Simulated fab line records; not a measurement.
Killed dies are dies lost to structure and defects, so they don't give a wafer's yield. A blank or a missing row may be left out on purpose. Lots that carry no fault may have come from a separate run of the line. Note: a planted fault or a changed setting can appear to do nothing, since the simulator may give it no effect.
A single fault, viewed from 2 desks -- flow gf180mcu -- each desk has only its own numbers; what lay behind them comes last

METROLOGY DESK
What the gauges read for every lot (on any tool): the sampled wafers with a number, averaged. Marked OUT: a lot whose mean sits more than 4 standard deviations from the usual mean, which makes it out of limits; the brackets give that distance.
Columns: A = V5_OVL at GF_V5_OVL_MEAS_15, usual 4 nm
lot,first seen here,A
L346,day 27 09:37,10
L347,day 27 15:44,6
L348,day 28 02:40,1
L349,day 28 08:28,-1
L353,day 29 19:46,-1
L355,day 30 10:08,3
L358,day 31 01:24,3
L359,day 31 09:51,7
L361,day 32 02:41,1
L362,day 32 06:41,4
L367,day 33 09:09,-4
L368,day 33 14:38,1
L369,day 33 20:23,4
This desk's finding: nothing out of limits on any of the 13 lots.

TOOL OWNER'S DESK, pecvd-04
The tool's own readings at GF_CONTACT_CVD_02 (deposits SiO2 from TEOS, target thk 860 nm, time 95.992 s): means of the sampled wafers that have a number, for each lot that ran on this tool. Marked OUT: a lot whose mean sits more than 4 standard deviations from the usual mean, which makes it out of limits; the brackets give that distance.
Columns: A = heaterPowerW at GF_CONTACT_CVD_02, usual 624 W; B = rfFwdPowerW at GF_CONTACT_CVD_02, usual 595.9 W
lot,first seen here,A,B
L346,day 15 07:01,673,596.7
L348,day 16 00:21,671,596.9
L349,day 16 07:18,626,595.9
L353,day 17 21:49,676,595.8
L359,day 20 04:10,654,596.1
L367,day 22 23:44,627,596.5
L368,day 23 03:16,673,596.4
This desk's finding: nothing out of limits on any of the 7 lots.

BROUGHT TOGETHER
At the metrology desk, nothing out of limits was observed.
The desk of the tool owner found nothing out of limits.

WHAT THE SIMULATOR PUT IN
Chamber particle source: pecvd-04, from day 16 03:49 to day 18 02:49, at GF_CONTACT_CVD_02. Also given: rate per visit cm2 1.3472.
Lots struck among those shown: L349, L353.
